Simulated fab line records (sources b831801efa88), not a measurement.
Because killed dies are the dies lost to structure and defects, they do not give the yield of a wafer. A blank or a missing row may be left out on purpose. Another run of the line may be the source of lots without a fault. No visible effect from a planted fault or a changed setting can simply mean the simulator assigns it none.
Matching of chambers || flow sfqLine || SFQ_TRILAYER_I3_CMP_CMP_082 on cmp-02 has 4 sister chambers
The step polishes SiO2. 8 wafers are shown with their chamber, then 8 later ones without.

WAFERS WITH THEIR CHAMBER
{"wafer": "L379.1", "chamber": 3, "motorCurrentA (A)": 8.5, "timeToEndpointS (s)": 206}
{"wafer": "L380.6", "chamber": 0, "motorCurrentA (A)": 11.0, "timeToEndpointS (s)": 217}
{"wafer": "L386.2", "chamber": 1, "motorCurrentA (A)": 10.7, "timeToEndpointS (s)": 214}
{"wafer": "L386.6", "chamber": 2, "motorCurrentA (A)": 11.6, "timeToEndpointS (s)": 202}
{"wafer": "L387.4", "chamber": 2, "motorCurrentA (A)": 11.7, "timeToEndpointS (s)": 203}
{"wafer": "L387.1", "chamber": 0, "motorCurrentA (A)": 10.3, "timeToEndpointS (s)": 223}
{"wafer": "L387.5", "chamber": 3, "motorCurrentA (A)": 8.6, "timeToEndpointS (s)": 217}
{"wafer": "L394.3", "chamber": 1, "motorCurrentA (A)": 10.3, "timeToEndpointS (s)": 211}

WAFERS WITH NO CHAMBER GIVEN
{"wafer": "L394.4", "motorCurrentA (A)": 10.8, "timeToEndpointS (s)": 222}
{"wafer": "L394.6", "motorCurrentA (A)": 10.8, "timeToEndpointS (s)": 215}
{"wafer": "L397.1", "motorCurrentA (A)": 8.8, "timeToEndpointS (s)": 213}
{"wafer": "L397.5", "motorCurrentA (A)": 10.2, "timeToEndpointS (s)": 216}
{"wafer": "L397.6", "motorCurrentA (A)": 11.5, "timeToEndpointS (s)": 214}
{"wafer": "L400.1", "motorCurrentA (A)": 12.0, "timeToEndpointS (s)": 218}
{"wafer": "L400.3", "motorCurrentA (A)": 8.5, "timeToEndpointS (s)": 210}
{"wafer": "L400.5", "motorCurrentA (A)": 11.0, "timeToEndpointS (s)": 225}

WHICH CHAMBER EACH ONE RAN IN
{"wafer": "L394.4", "from the rows above": "can't be placed: 0 or 1", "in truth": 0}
{"wafer": "L394.6", "from the rows above": "can't be placed: 1 or 0", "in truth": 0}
{"wafer": "L397.1", "from the rows above": 3, "in truth": 3}
{"wafer": "L397.5", "from the rows above": "can't be placed: 1 or 0", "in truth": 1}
{"wafer": "L397.6", "from the rows above": "can't be placed: 2 or 0 or 1", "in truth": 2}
{"wafer": "L400.1", "from the rows above": "can't be placed: 2 or 0 or 1", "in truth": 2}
{"wafer": "L400.3", "from the rows above": 3, "in truth": 3}
{"wafer": "L400.5", "from the rows above": "can't be placed: 0 or 1", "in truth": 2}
2 of 8 placed correctly. Cannot be placed on the basis of these rows: 6; the candidates contain the true chamber in 5. Wrongly placed: 0.
How it was worked out, from the rows above alone: a wafer's distance from a chamber is the root of the sum, over the readings, of the square of ((its reading less the chamber's mean) divided by the reading's scatter). The wafer belongs to the nearest chamber; if the next one is less than 2 further off, it can't be placed. The mean given for a chamber averages the wafers shown for that chamber. The scatter is the square root of a quotient: the sum, over the shown wafers, of each reading's squared deviation from its chamber's mean, divided by wafers minus chambers.
